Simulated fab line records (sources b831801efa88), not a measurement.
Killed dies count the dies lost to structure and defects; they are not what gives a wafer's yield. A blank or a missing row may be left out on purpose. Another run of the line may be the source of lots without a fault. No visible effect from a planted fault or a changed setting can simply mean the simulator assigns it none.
Problem report, 8D (eight disciplines) form, completed by code || flow sky130 || the parts of the form that need people (team, actions taken, sign-off) are left out

== 1. THE ISSUE ==
LDD_HVN_TW at SKY_LDD_HVN_TW_MEAS_10 reads a mean of 1312 on 6 wafers of 2 lots; wafers without a fault read 1448 with a standard deviation of 15. That puts it -9.1 standard deviations away from the usual mean.
The first sign was on wafer L594.1 at day 24 07:16, on film_metro-03. Wafers with a number at this step in the record: 36, from 12 lots. Rule for "out", or "out of limits": more than 4 standard deviations from the usual mean. All remaining wafers that have a number are taken as sound.

== 2. WHAT THIS IS AND IS NOT ==
{"question": "which readings at this step", "is": "LDD_HVN_TW", "is not": "-"}
{"question": "which lots", "is": "L594, L596", "is not": "L584, L587, L589, L590, L593, L595, L597, L602, L605, L606"}
{"question": "which wafers of those lots", "is": "all that have a number", "is not": "-"}
{"question": "read on which gauges", "is": "film_metro-01, film_metro-03", "is not": "film_metro-02"}
{"question": "when", "is": "from day 24 07:16", "is not": "up to then (15 sound wafers); but 15 sound wafers of L595, L597, L602, L605, L606 came after"}

== 3. THE SUSPECTS, EACH WITH WHAT RULES IT OUT ==
Counting: a tool stays on the suspect list if, at a process step up to the reading, it processed all lots that are out and no sound lot following the first of them.
- the gauge at SKY_LDD_HVN_TW_MEAS_10 is ruled out. The wafers that are out were read on 2 gauges (film_metro-01, film_metro-03).
- implanter-03 at SKY_LDD_HVN_IMPLANT_08: ruled out as a lasting fault. Following L594 (day 24 07:01), the first lot on it that is out, the sound lots L602, L605 were run on it.
Left after counting: nothing in the record.

== 4. THE CAUSE (what the simulator had put in) ==
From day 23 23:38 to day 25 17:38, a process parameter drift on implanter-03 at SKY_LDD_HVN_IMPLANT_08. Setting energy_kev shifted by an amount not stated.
It was ruled out by counting, in error; the rule expects a fault to strike all lots run on its tool from its start on, and this fault did not.

== 5. THE CHAIN OF EFFECTS, in route order ==
Each row: a reading where the mean over the struck wafers with a number is more than 3 standard deviations away from the usual. Readings are gone through only where the record gives a usual standard deviation; hours: the median, over the lots, of the time from a lot's start at the first step in this table giving one to that lot's start at this step; sigmas: the change measured in usual standard deviations.
{"hours": 0, "step": "SKY_LDD_HVN_IMPLANT_08", "reading": "beam_energy_keV", "usual": 60.007, "on struck wafers": 41.585, "change": -18.422, "sigmas": "-99 or more"}
{"hours": 0, "step": "SKY_LDD_HVN_TW_MEAS_10", "reading": "LDD_HVN_TW", "usual": 1448, "on struck wafers": 1312, "change": -136, "sigmas": -9.1}
Process steps it contains:
- SKY_LDD_HVN_IMPLANT_08
Later measuring or inspecting steps at which every struck wafer that the step has a row for has a number for every such reading, and none has moved that far: SKY_SPACER_THK_MEAS_01.

== 6. HOW IT WOULD HAVE BEEN CAUGHT EARLIER ==
8 hours passed between the start of the fault at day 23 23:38 and the first reading out of limits at a measuring or inspecting step in this record, taken at day 24 07:16.
The tool's own readings at SKY_LDD_HVN_IMPLANT_08 were out on every struck wafer that the step has a row for (beam_energy_keV): an alarm limit on them would have fired on the first of those.
